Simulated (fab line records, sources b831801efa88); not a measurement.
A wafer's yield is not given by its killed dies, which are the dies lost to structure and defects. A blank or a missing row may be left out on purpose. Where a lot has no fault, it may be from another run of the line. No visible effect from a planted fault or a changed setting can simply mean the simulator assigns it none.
What tool caused it? || flow sky130 || 42 wafers from 14 lots sampled at 2 of the route's 708 steps

WHAT THE GAUGES SHOWED, per wafer
SKY_POLY_GATE_THK_MEAS_21. Usual: POLY_GATE_OXIDATION_THK 4.01 nm, standard deviation 0.073.
{"lot": "L671", "measured": "day 16 16:37", "on": "film_metro-01", "POLY_GATE_OXIDATION_THK (nm)": "3.94 4.01 3.98", "flag": ""}
{"lot": "L672", "measured": "day 16 23:43", "on": "film_metro-01", "POLY_GATE_OXIDATION_THK (nm)": "4.08 4.03 4.02", "flag": ""}
{"lot": "L673", "measured": "day 17 09:53", "on": "film_metro-03", "POLY_GATE_OXIDATION_THK (nm)": "4.07 4.14 4.14", "flag": ""}
{"lot": "L674", "measured": "day 17 17:55", "on": "film_metro-03", "POLY_GATE_OXIDATION_THK (nm)": "3.92 4.09 4.02", "flag": ""}
{"lot": "L675", "measured": "day 17 22:02", "on": "film_metro-02", "POLY_GATE_OXIDATION_THK (nm)": "4.10 4.12 4.06", "flag": ""}
{"lot": "L676", "measured": "day 18 06:04", "on": "film_metro-01", "POLY_GATE_OXIDATION_THK (nm)": "3.96 4.07 4.02", "flag": ""}
{"lot": "L678", "measured": "day 19 22:29", "on": "film_metro-02", "POLY_GATE_OXIDATION_THK (nm)": "4.16 4.09 4.11", "flag": ""}
{"lot": "L679", "measured": "day 19 22:29", "on": "film_metro-03", "POLY_GATE_OXIDATION_THK (nm)": "3.99 4.00 3.96", "flag": ""}
{"lot": "L682", "measured": "day 20 10:57", "on": "film_metro-03", "POLY_GATE_OXIDATION_THK (nm)": "4.06 4.09 4.10", "flag": ""}
{"lot": "L681", "measured": "day 20 14:14", "on": "film_metro-02", "POLY_GATE_OXIDATION_THK (nm)": "3.93 3.93 3.95", "flag": ""}
{"lot": "L683", "measured": "day 20 20:39", "on": "film_metro-03", "POLY_GATE_OXIDATION_THK (nm)": "5.91 5.84 5.87", "flag": "OFF"}
{"lot": "L686", "measured": "day 22 00:28", "on": "film_metro-02", "POLY_GATE_OXIDATION_THK (nm)": "5.85 5.82 5.86", "flag": "OFF"}
{"lot": "L693", "measured": "day 24 17:02", "on": "film_metro-01", "POLY_GATE_OXIDATION_THK (nm)": "4.03 3.95 3.94", "flag": ""}
{"lot": "L694", "measured": "day 24 22:23", "on": "film_metro-03", "POLY_GATE_OXIDATION_THK (nm)": "4.03 4.02 3.95", "flag": ""}

TOOL THAT RAN EACH LOT (tool first, then ch and the chambers of the sampled wafers, then the start)
{"lot": "L671", "SKY_POLY_GATE_OXIDATION_20": "furnace-02 ch 0, day 16 15:22"}
{"lot": "L672", "SKY_POLY_GATE_OXIDATION_20": "furnace-02 ch 0, day 16 22:27"}
{"lot": "L673", "SKY_POLY_GATE_OXIDATION_20": "furnace-02 ch 0, day 17 08:38"}
{"lot": "L674", "SKY_POLY_GATE_OXIDATION_20": "furnace-02 ch 0, day 17 16:40"}
{"lot": "L675", "SKY_POLY_GATE_OXIDATION_20": "furnace-02 ch 0, day 17 20:46"}
{"lot": "L676", "SKY_POLY_GATE_OXIDATION_20": "furnace-02 ch 0, day 18 04:49"}
{"lot": "L678", "SKY_POLY_GATE_OXIDATION_20": "furnace-01 ch 0, day 19 21:13"}
{"lot": "L679", "SKY_POLY_GATE_OXIDATION_20": "furnace-01 ch 0, day 19 21:13"}
{"lot": "L682", "SKY_POLY_GATE_OXIDATION_20": "furnace-01 ch 0, day 20 09:41"}
{"lot": "L681", "SKY_POLY_GATE_OXIDATION_20": "furnace-02 ch 0, day 20 12:58"}
{"lot": "L683", "SKY_POLY_GATE_OXIDATION_20": "furnace-02 ch 0, day 20 19:22"}
{"lot": "L686", "SKY_POLY_GATE_OXIDATION_20": "furnace-02 ch 0, day 21 23:13"}
{"lot": "L693", "SKY_POLY_GATE_OXIDATION_20": "furnace-02 ch 0, day 24 15:47"}
{"lot": "L694", "SKY_POLY_GATE_OXIDATION_20": "furnace-02 ch 0, day 24 21:08"}
- SKY_POLY_GATE_OXIDATION_20: stabilise 600 s, purge 300 s, target thk 4 nm.

AS READ BY THE TOOLS THEMSELVES (means over the sampled wafers that have a number; for cases with no such wafer, the mark the record gives instead)
SKY_POLY_GATE_OXIDATION_20. Usual: spike_tc_bottom_C 869.7 C, standard deviation 1.1; spike_tc_centre_C 851.5 C, standard deviation 1.2; spike_tc_lower_C 850.5 C, standard deviation 1; spike_tc_top_C 860.0 C, standard deviation 1; spike_tc_upper_C 850.7 C, standard deviation 0.99; tube_center_temp_C 850.01 C, standard deviation 0.082; tube_center_temp_C_max 852.2, standard deviation 0.32; zone_power_bottom_pct 24.6 %, standard deviation 0.7; zone_power_top_pct 28.83 %, standard deviation 0.28.
{"lot": "L671", "tool": "furnace-02", "spike_tc_bottom_C (C)": 869.6, "spike_tc_centre_C (C)": 851.5, "spike_tc_lower_C (C)": 850.6, "spike_tc_top_C (C)": 859.7, "spike_tc_upper_C (C)": 851.3, "tube_center_temp_C (C)": 850.00, "tube_center_temp_C_max": 851.9, "zone_power_bottom_pct (%)": 25.0, "zone_power_top_pct (%)": 28.79, "flag": ""}
{"lot": "L672", "tool": "furnace-02", "spike_tc_bottom_C (C)": 869.6, "spike_tc_centre_C (C)": 851.8, "spike_tc_lower_C (C)": 849.6, "spike_tc_top_C (C)": 859.8, "spike_tc_upper_C (C)": 851.0, "tube_center_temp_C (C)": 849.98, "tube_center_temp_C_max": 852.1, "zone_power_bottom_pct (%)": 24.9, "zone_power_top_pct (%)": 28.66, "flag": ""}
{"lot": "L673", "tool": "furnace-02", "spike_tc_bottom_C (C)": 869.8, "spike_tc_centre_C (C)": 851.9, "spike_tc_lower_C (C)": 850.8, "spike_tc_top_C (C)": 859.2, "spike_tc_upper_C (C)": 851.3, "tube_center_temp_C (C)": 850.01, "tube_center_temp_C_max": 852.2, "zone_power_bottom_pct (%)": 25.3, "zone_power_top_pct (%)": 28.87, "flag": ""}
{"lot": "L674", "tool": "furnace-02", "spike_tc_bottom_C (C)": 870.1, "spike_tc_centre_C (C)": 852.1, "spike_tc_lower_C (C)": 850.3, "spike_tc_top_C (C)": 859.8, "spike_tc_upper_C (C)": 848.8, "tube_center_temp_C (C)": 849.97, "tube_center_temp_C_max": 852.0, "zone_power_bottom_pct (%)": 25.0, "zone_power_top_pct (%)": 28.95, "flag": ""}
{"lot": "L675", "tool": "furnace-02", "spike_tc_bottom_C (C)": 869.6, "spike_tc_centre_C (C)": 852.2, "spike_tc_lower_C (C)": 849.7, "spike_tc_top_C (C)": 860.4, "spike_tc_upper_C (C)": 849.9, "tube_center_temp_C (C)": 849.97, "tube_center_temp_C_max": 852.0, "zone_power_bottom_pct (%)": 24.9, "zone_power_top_pct (%)": 28.58, "flag": ""}
{"lot": "L676", "tool": "furnace-02", "spike_tc_bottom_C (C)": 868.7, "spike_tc_centre_C (C)": 852.2, "spike_tc_lower_C (C)": 851.8, "spike_tc_top_C (C)": 859.3, "spike_tc_upper_C (C)": 851.0, "tube_center_temp_C (C)": 849.99, "tube_center_temp_C_max": 851.9, "zone_power_bottom_pct (%)": 25.2, "zone_power_top_pct (%)": 28.69, "flag": ""}
{"lot": "L678", "tool": "furnace-01", "spike_tc_bottom_C (C)": 870.0, "spike_tc_centre_C (C)": 850.8, "spike_tc_lower_C (C)": 851.5, "spike_tc_top_C (C)": 860.5, "spike_tc_upper_C (C)": 851.5, "tube_center_temp_C (C)": 849.99, "tube_center_temp_C_max": 852.2, "zone_power_bottom_pct (%)": 23.8, "zone_power_top_pct (%)": 28.95, "flag": ""}
{"lot": "L679", "tool": "furnace-01", "spike_tc_bottom_C (C)": 869.4, "spike_tc_centre_C (C)": 849.7, "spike_tc_lower_C (C)": 851.3, "spike_tc_top_C (C)": 860.9, "spike_tc_upper_C (C)": 850.7, "tube_center_temp_C (C)": 850.03, "tube_center_temp_C_max": 852.4, "zone_power_bottom_pct (%)": 23.7, "zone_power_top_pct (%)": 28.70, "flag": ""}
{"lot": "L682", "tool": "furnace-01", "spike_tc_bottom_C (C)": 870.0, "spike_tc_centre_C (C)": 850.7, "spike_tc_lower_C (C)": 851.0, "spike_tc_top_C (C)": 859.9, "spike_tc_upper_C (C)": 851.1, "tube_center_temp_C (C)": 850.05, "tube_center_temp_C_max": 852.2, "zone_power_bottom_pct (%)": 23.8, "zone_power_top_pct (%)": 28.77, "flag": ""}
{"lot": "L681", "tool": "furnace-02", "spike_tc_bottom_C (C)": 868.8, "spike_tc_centre_C (C)": 850.0, "spike_tc_lower_C (C)": 850.7, "spike_tc_top_C (C)": 859.7, "spike_tc_upper_C (C)": 851.0, "tube_center_temp_C (C)": 850.00, "tube_center_temp_C_max": 852.2, "zone_power_bottom_pct (%)": 25.1, "zone_power_top_pct (%)": 28.93, "flag": ""}
{"lot": "L683", "tool": "furnace-02", "spike_tc_bottom_C (C)": 901.1, "spike_tc_centre_C (C)": 884.0, "spike_tc_lower_C (C)": 882.2, "spike_tc_top_C (C)": 891.3, "spike_tc_upper_C (C)": 882.8, "tube_center_temp_C (C)": 881.90, "tube_center_temp_C_max": 884.3, "zone_power_bottom_pct (%)": 27.2, "zone_power_top_pct (%)": 30.70, "flag": "OFF"}
{"lot": "L686", "tool": "furnace-02", "spike_tc_bottom_C (C)": 901.1, "spike_tc_centre_C (C)": 883.7, "spike_tc_lower_C (C)": 881.5, "spike_tc_top_C (C)": 890.8, "spike_tc_upper_C (C)": 882.7, "tube_center_temp_C (C)": 881.89, "tube_center_temp_C_max": 884.3, "zone_power_bottom_pct (%)": 27.1, "zone_power_top_pct (%)": 30.57, "flag": "OFF"}
{"lot": "L693", "tool": "furnace-02", "spike_tc_bottom_C (C)": 869.4, "spike_tc_centre_C (C)": 852.5, "spike_tc_lower_C (C)": 851.5, "spike_tc_top_C (C)": 859.7, "spike_tc_upper_C (C)": 851.5, "tube_center_temp_C (C)": 849.89, "tube_center_temp_C_max": 852.0, "zone_power_bottom_pct (%)": 24.9, "zone_power_top_pct (%)": 28.76, "flag": ""}
{"lot": "L694", "tool": "furnace-02", "spike_tc_bottom_C (C)": 869.0, "spike_tc_centre_C (C)": 850.7, "spike_tc_lower_C (C)": 850.0, "spike_tc_top_C (C)": 859.0, "spike_tc_upper_C (C)": 850.3, "tube_center_temp_C (C)": 850.03, "tube_center_temp_C_max": 851.9, "zone_power_bottom_pct (%)": 25.1, "zone_power_top_pct (%)": 28.63, "flag": ""}

THE ANSWER, worked out from the rows above alone
Rule: take the mean of a lot's wafers that have a number; if it is more than 3 standard deviations from the usual mean, the lot is off. Also off: a lot with no number at a reading for which 4 or more lots have one. Where the step has rows for the other lots, those lots are counted as sound. After the gauges, taken in route order, come the tools' own readings; for these a lot's mean is taken, as printed above. The first step at which some lot is off is used, and at that step the reading that is off furthest; a lot without a number counts as furthest.
Off: at SKY_POLY_GATE_THK_MEAS_21 (POLY_GATE_OXIDATION_THK), L683, L686.
If a tool, at a process step before that reading, ran all the lots that are off and no sound lot after the first of them, it fits. The gauges at SKY_POLY_GATE_THK_MEAS_21 aren't tried: what is off there is off at SKY_POLY_GATE_OXIDATION_20 too, on other tools, and a gauge's error can't cause that. Not one of the candidates tried fits.

WHAT THE SIMULATOR HAD PUT IN
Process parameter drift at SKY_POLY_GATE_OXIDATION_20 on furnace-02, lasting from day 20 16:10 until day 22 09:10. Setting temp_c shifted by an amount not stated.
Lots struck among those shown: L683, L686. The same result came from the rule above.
